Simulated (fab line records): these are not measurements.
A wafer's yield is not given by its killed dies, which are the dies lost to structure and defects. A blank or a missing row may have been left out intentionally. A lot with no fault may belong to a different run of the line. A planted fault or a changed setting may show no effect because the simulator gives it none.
Comparing a struck lot with a sound one || flow gf180mcu || 22 steps out of a route of 602
Sound: wafers L357.1, L357.3, L357.6. Wafers struck: L350.1, L350.2, L350.3. The cause is given at the end.
Order at every step that has rows: each side's tool, ch and its chambers, its first start. Under that, the readings that differ: sound wafers || struck wafers || difference of the means || sigmas: that difference in standard deviations of wafers without a fault.
alike: words and numbers the same on both sides, and readings whose means are apart by under 2 such deviations; not compared: readings that were withheld, readings missing a value for some wafer, numbers with overlapping values and no deviation given by the record, and bounds like >300 which may hide the same value.
Wherever a step has rows on one side only, a row that says differs or no value, or a row with sigmas, the two part there. Non-overlapping numbers with no deviation appear without sigmas and do not part them. A reading missing from all wafers of one side parts the sides only when that side holds two or more wafers.

first, 6 steps without rows for these wafers: GF_VT_IMPLANT_HMDS_12 (prime time 60 s); GF_VT_IMPLANT_COAT_13 (resist thk 1000 nm); GF_VT_IMPLANT_SOFTBAKE_14 (time 60 s); GF_VT_IMPLANT_EXPOSE_15 (exposes mask Nwell LV AREA, target cd 860 nm); GF_VT_IMPLANT_PEB_16; GF_VT_IMPLANT_DEVELOP_17 (develop time 60 s).
GF_VT_IMPLANT_OVL_MEAS_18:
  sound on overlay-01, day 10 19:19; struck on overlay-02, day 9 03:10
  alike: VT_IMPLANT_01_OVL
next, for these wafers, 1 step has no rows: GF_VT_IMPLANT_IMPLANT_19.
GF_VT_IMPLANT_STRIP_20: strips in O2/N2.
  sound on plasma asher-01 ch 0,1, day 10 19:31; struck on plasma asher-03 ch 0,1, day 9 03:22
  alike: drypump motor current A, heater power w, oes product au, strip time to endpoint s
  not compared: rf hours counter h
GF_VT_IMPLANT_TW_MEAS_21:
  sound on film metro-02, day 10 19:37; struck on film metro-01, day 9 03:28
  alike: VT_IMPLANT_2_TW
then, 2 steps without rows for these wafers: GF_VT_IMPLANT_DEHYDRATE_22 (time 60 s); GF_VT_IMPLANT_HMDS_23 (prime time 60 s).
GF_VT_IMPLANT_COAT_24: resist thk 1000 nm.
  sound on litho track-03 ch 0, day 11 04:29; struck on litho track-04 ch 0, day 9 12:10
{"reading": "spin speed rpm (rpm)", "sound": "3000.2 2999.6 3000.8", "struck": "2848.7 2847.0 2848.9", "difference": -152.0, "sigmas": -80}
{"reading": "model.NOVOLAK_of_VT_IMPLANT_COAT_24.thk nm (nm)", "sound": "996.2 994 996.3", "struck": "1025 1028 1023", "difference": "+30", "sigmas": ""}
  alike: resist line temp C
then, 3 steps without rows for these wafers: GF_VT_IMPLANT_SOFTBAKE_25 (time 60 s); GF_VT_IMPLANT_EXPOSE_26 (exposes mask LVPWELL HV AREA, target cd 860 nm); GF_VT_IMPLANT_PEB_27.
GF_VT_IMPLANT_DEVELOP_28: develop time 60 s.
  sound on litho track-03 ch 0, day 11 13:50; struck on litho track-03 ch 0, day 9 21:14
{"reading": "model.NOVOLAK_of_VT_IMPLANT_COAT_24.thk nm (nm)", "sound": "995.8 993.5 995.8", "struck": "1025 1028 1022", "difference": "+30", "sigmas": ""}
  alike: resist line temp C
GF_VT_IMPLANT_OVL_MEAS_29:
  sound on overlay-02, day 11 13:59; struck on overlay-02, day 9 21:23
  alike: VT_IMPLANT_02_OVL
next, for these wafers, 1 step has no rows: GF_VT_IMPLANT_IMPLANT_30.
GF_VT_IMPLANT_STRIP_31: strips in O2/N2.
  sound on plasma asher-01 ch 0,1, day 11 14:10; struck on plasma asher-02 ch 0,1, day 9 21:34
{"reading": "strip time to endpoint s (s)", "sound": "12.578 12.550 12.590", "struck": "12.863 12.897 12.829", "difference": "+0.290", "sigmas": "+10"}
  alike: drypump motor current A, heater power w, oes product au
  not compared: rf hours counter h
GF_VT_IMPLANT_TW_MEAS_32:
  sound on film metro-02, day 11 14:16; struck on film metro-02, day 9 21:40
  alike: VT_IMPLANT_3_TW
-- the record jumps here: 22 days lie between the struck wafers' starts before and after (it left off in module VT_IMPLANT and takes up again in module PASSIVATION, whose first step shown is number 602 of the route) --
GF_PASSIVATION_PROBE_99:
  the record has rows for the struck wafers here (prober-01, day 32 08:25) and none for the sound ones

WHERE THEY PART
Last at GF_PASSIVATION_PROBE_99 as far as this record goes, first at GF_VT_IMPLANT_COAT_24.

WHY: whatever the simulator had introduced
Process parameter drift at GF_VT_IMPLANT_COAT_24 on litho track-04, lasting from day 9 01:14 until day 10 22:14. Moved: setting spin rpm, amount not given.
